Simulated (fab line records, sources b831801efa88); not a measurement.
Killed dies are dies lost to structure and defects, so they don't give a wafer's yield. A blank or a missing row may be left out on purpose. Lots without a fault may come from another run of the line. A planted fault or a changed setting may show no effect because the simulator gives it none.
fab line records | flow sky130 | part 2 of 2: steps 34 to 42 of 42
record lots=5 wafers=15 last_day=49
route steps=708 shown LDD_P@263 LDD_HVN@267 LDD_HVP@278 LDD_LDN@289 SPACER@304
lots that met no fault: from a run of the same line without faults
start_h: hours from the record's first day to the start of the lot's first wafer shown | wait_h: hours since the lot's step before | " the same as in the row above | L1.1+2: a row that stands for several wafers | - no value, or no start given | * or withheld: withheld | < > ~ a bound
route shown NAME@n: a module of which the file shows steps, and the number in the route of the first | usual: mean/standard deviation of fault-free wafers | same: alike in all rows | chamber/n: place in a boat | sites: the reading at each site | _std_site: their standard deviation | _edge_site: outer sites' mean less inner sites' | radius_mm: how far each site lies from the wafer's centre | mask NAME#n: copy n | behind: the tool/chamber that last shaped the wafer | hold: why the lot was held/for how many hours/how that ended | device: the transistor (n, p or np) that didn't switch | end of line: the same wafers' tests at the end of the route | a step without rows: its recipe alone | killed: dies lost to structure and defects at the first sort, not the wafer's yield | map: a wafer's dies, x killed, . not, _ none there
set.NAME: the setting as run; set.NAME@STEP: as run at that earlier step | model.NAME: the simulator's own value behind a step, which no gauge read
lots at some steps of the route; a table a step, a row a wafer
services: from which hour (start_h, from the record's first day; less than 0 if before it) a tool's chamber was out of use, for how many hours, and why
## steps
# step SKY_LDD_LDN_OVL_MEAS_07
# usual LDD_LDN_OVL=-0.1/1.3
# columns lot.wafer tool chamber start_h wait_h LDD_LDN_OVL[nm]
L074.2 overlay-01 - 544.22 0.1 1.5
L074.4 " - " " 0.8
L074.6 " - " " 0.2
L081.2 overlay-01 - 599.39 0.1 -1.1
L081.5 " - " " -1.4
L081.6 " - " " -2.3
L083.1 overlay-01 - 604.11 0.1 -1.3
L083.2 " - " " -2.9
L083.5 " - " " 0.1
L085.2 overlay-01 - 629.94 0.1 -0.6
L085.4 " - " " 1.3
L085.5 " - " " 0.1
L090.2 overlay-02 - 663.38 0.1 -0.1
L090.4 " - " " -0.4
L090.5 " - " " -1.8
# step SKY_LDD_LDN_IMPLANT_08
# recipe species=As energy_kev=15 dose_cm2=1.25e+13 tilt_deg=withheld rotation_deg=23
# usual beam_on_s=10.02/0.19
# columns lot.wafer tool chamber start_h wait_h beam_on_s
L074.2 implanter-03 0 544.28 0.0 10.28
L074.4 " 0 " " 9.90
L074.6 " 0 " " 9.96
L081.2 implanter-03 0 599.44 0.0 10.34
L081.5 " 0 " " 10.05
L081.6 " 0 " " 10.41
L083.1 implanter-03 0 604.15 0.0 10.05
L083.2 " 0 " " 10.11
L083.5 " 0 " " 9.90
L085.2 implanter-03 0 629.99 0.0 10.12
L085.4 " 0 " " 9.86
L085.5 " 0 " " 10.17
L090.2 implanter-02 0 663.44 0.0 9.93
L090.4 " 0 " " 9.92
L090.5 " 0 " " 9.98
# step SKY_LDD_LDN_IMPLANT_09
# recipe species=As energy_kev=15 dose_cm2=1.25e+13 tilt_deg=withheld rotation_deg=113
# usual beam_on_s=9.99/0.19
# columns lot.wafer tool chamber start_h wait_h beam_on_s
L074.2 implanter-03 0 544.43 0.1 10.34
L074.4 " 0 " " 10.36
L074.6 " 0 " " 9.94
L081.2 implanter-03 0 599.59 0.1 10.27
L081.5 " 0 " " 9.61
L081.6 " 0 " " 9.90
L083.1 implanter-03 0 604.30 0.1 9.83
L083.2 " 0 " " 9.72
L083.5 " 0 " " 10.07
L085.2 implanter-03 0 630.14 0.1 10.06
L085.4 " 0 " " 9.97
L085.5 " 0 " " 9.82
L090.2 implanter-02 0 663.59 0.1 9.79
L090.4 " 0 " " 10.33
L090.5 " 0 " " 10.15
# step SKY_LDD_LDN_IMPLANT_10
# recipe species=As energy_kev=15 dose_cm2=1.25e+13 tilt_deg=withheld rotation_deg=203
# usual beam_on_s=10.00/0.18
# columns lot.wafer tool chamber start_h wait_h beam_on_s
L074.2 implanter-03 0 544.58 0.1 9.93
L074.4 " 0 " " 9.58
L074.6 " 0 " " 10.09
L081.2 implanter-03 0 599.74 0.1 10.10
L081.5 " 0 " " 9.87
L081.6 " 0 " " 9.85
L083.1 implanter-03 0 604.45 0.1 9.77
L083.2 " 0 " " 10.04
L083.5 " 0 " " 9.82
L085.2 implanter-03 0 630.29 0.1 9.93
L085.4 " 0 " " 9.82
L085.5 " 0 " " 10.22
L090.2 implanter-02 0 663.74 0.1 10.08
L090.4 " 0 " " 10.17
L090.5 " 0 " " 10.27
# step SKY_LDD_LDN_IMPLANT_11
# recipe species=As energy_kev=15 dose_cm2=1.25e+13 tilt_deg=withheld rotation_deg=293
# usual beam_on_s=10.01/0.2
# columns lot.wafer tool chamber start_h wait_h beam_on_s
L074.2 implanter-03 0 544.73 0.1 9.85
L074.4 " 0 " " 10.00
L074.6 " 0 " " 9.84
L081.2 implanter-03 0 599.89 0.1 9.83
L081.5 " 0 " " 10.34
L081.6 " 0 " " 10.11
L083.1 implanter-03 0 604.60 0.1 10.03
L083.2 " 0 " " 10.21
L083.5 " 0 " " 9.78
L085.2 implanter-03 0 630.44 0.1 9.62
L085.4 " 0 " " 10.03
L085.5 " 0 " " 10.48
L090.2 implanter-02 0 663.89 0.1 10.31
L090.4 " 0 " " 10.29
L090.5 " 0 " " 9.65
# step SKY_LDD_LDN_STRIP_12
# recipe chemistry=O2/N2 power_w=1400 pressure_mtorr=1500 platen_temp_c=withheld o2_flow_sccm=3000 n2_flow_sccm=300 overash_fraction=0.5
# usual drypump_motor_current_A=5.67/0.29 o2_flow_sccm=3000/7.9 oes_product_au=0.716/0.0041 strip_time_to_endpoint_s=14.21/0.034
# same overash_fraction=0.5
# columns lot.wafer tool chamber start_h wait_h drypump_motor_current_A o2_flow_sccm oes_product_au rf_hours_counter_h strip_time_to_endpoint_s
L074.2 plasma_asher-03 0 544.85 0.1 5.62 2996 0.711 9 14.19
L074.4 " 0 " " 5.63 2985 0.724 - 14.16
L074.6 " 0 " " 5.63 2992 0.717 - 14.21
L081.2 plasma_asher-01 1 600.02 0.1 5.12 3009 0.717 85 14.19
L081.5 " 1 " " 5.14 3011 0.716 - 14.25
L081.6 " 0 " " 5.72 3020 0.714 - 14.19
L083.1 plasma_asher-04 1 604.75 0.1 6.14 3006 0.718 86 14.19
L083.2 " 0 " " 5.84 2993 0.718 86 14.22
L083.5 " 1 " " 6.14 3026 0.718 - 14.23
L085.2 plasma_asher-04 0 630.57 0.1 5.81 2998 0.718 88 14.19
L085.4 " 1 " " 6.15 2988 0.715 - 14.19
L085.5 " 1 " " 6.13 2990 0.717 - 14.20
L090.2 plasma_asher-03 1 664.01 0.1 5.75 2998 0.720 21 14.24
L090.4 " 0 " " 5.63 2984 0.714 - 14.20
L090.5 " 0 " " 5.62 2984 0.714 - 14.22
# step SKY_LDD_LDN_TW_MEAS_13
# usual LDD_LDN_TW=1488/8.9
# columns lot.wafer tool chamber start_h wait_h LDD_LDN_TW
L074.2 film_metro-03 - 544.96 0.1 1490
L074.4 " - " " 1503
L074.6 " - " " 1498
L081.2 film_metro-04 - 600.13 0.1 1485
L081.5 " - " " 1474
L081.6 " - " " 1476
L083.1 film_metro-03 - 604.85 0.1 1502
L083.2 " - " " 1485
L083.5 " - " " 1502
L085.2 film_metro-03 - 630.68 0.1 1490
L085.4 " - " " 1486
L085.5 " - " " 1485
L090.2 film_metro-04 - 664.12 0.1 1493
L090.4 " - " " 1485
L090.5 " - " " 1483
# step SKY_LDD_LDN_CLEAN_14
# recipe chemistry=SC1/SC2 mix=1:4:20 temp_c=70 time_s=150 dry=n2_spin
# columns lot.wafer tool chamber start_h wait_h
L074.2+4+6 wet_bench-02 0 545.01 0.0
L081.2+5+6 wet_bench-02 2 600.18 0.0
L083.1+2+5 wet_bench-02 1 604.91 0.1
L085.2+4+5 wet_bench-01 0 630.73 0.0
L090.2+4+5 wet_bench-02 2 664.17 0.0
# step SKY_SPACER_CVD_00
# recipe material=Si3N4 precursor=DCS/NH3 target_thk_nm=43.1 temp_c=770 time_s=740 pressure_mtorr=250
# usual spike_tc_bottom_C=790.5/3 spike_tc_lower_C=771.0/1.3
# columns lot.wafer tool chamber start_h wait_h spike_tc_bottom_C spike_tc_lower_C
L074.2 lpcvd-02 1 545.06 0.0 785.4 771.0
L074.4 " 1 " " 786.8 769.7
L074.6 " 1 " " 784.6 771.3
L081.2 lpcvd-02 0 600.25 0.0 793.0 770.7
L081.5 " 0 " " 793.0 771.6
L081.6 " 0 " " 794.9 772.8
L083.1 lpcvd-02 1 604.96 0.0 785.2 768.6
L083.2 " 1 " " 785.4 768.8
L083.5 " 1 " " 788.7 769.5
L085.2 lpcvd-02 0 631.50 0.7 791.9 769.9
L085.4 " 0 " " 792.3 770.3
L085.5 " 0 " " 792.0 771.0
L090.2 lpcvd-02 1 680.16 15.9 786.3 768.9
L090.4 " 1 " " 785.9 770.0
L090.5 " 1 " " 785.6 768.7
## services
# columns tool chamber start_h hours kind
plasma_asher-03 - 437.93 28.1 pm
plasma_asher-04 - 443.83 16.5 repair
plasma_asher-04 - 448.47 1.4 repair
plasma_asher-04 - 452.09 12.5 repair
plasma_asher-02 - 456.51 1.2 repair
iline_stepper-02 - 461.11 8.9 pm
implanter-03 - 466.74 3.8 repair
plasma_asher-02 - 469.28 0.7 repair
iline_stepper-02 - 470.00 4.4 pm
iline_stepper-01 - 474.44 1.7 pm
implanter-03 - 486.90 4.7 repair
iline_stepper-02 - 499.93 1.7 pm
plasma_asher-02 - 512.50 2.8 pm
plasma_asher-04 - 523.82 28.1 pm
implanter-02 - 526.93 1.8 repair
implanter-02 - 528.41 5.1 repair
iline_stepper-01 - 534.74 8.9 pm
iline_stepper-02 - 552.37 2.1 pm
lpcvd-02 - 556.58 6.0 pm
iline_stepper-02 - 587.32 20.6 repair
plasma_asher-03 - 596.98 0.6 repair
plasma_asher-04 - 597.59 2.8 pm
implanter-03 - 619.44 4.8 pm
lpcvd-02 - 651.01 28.1 pm
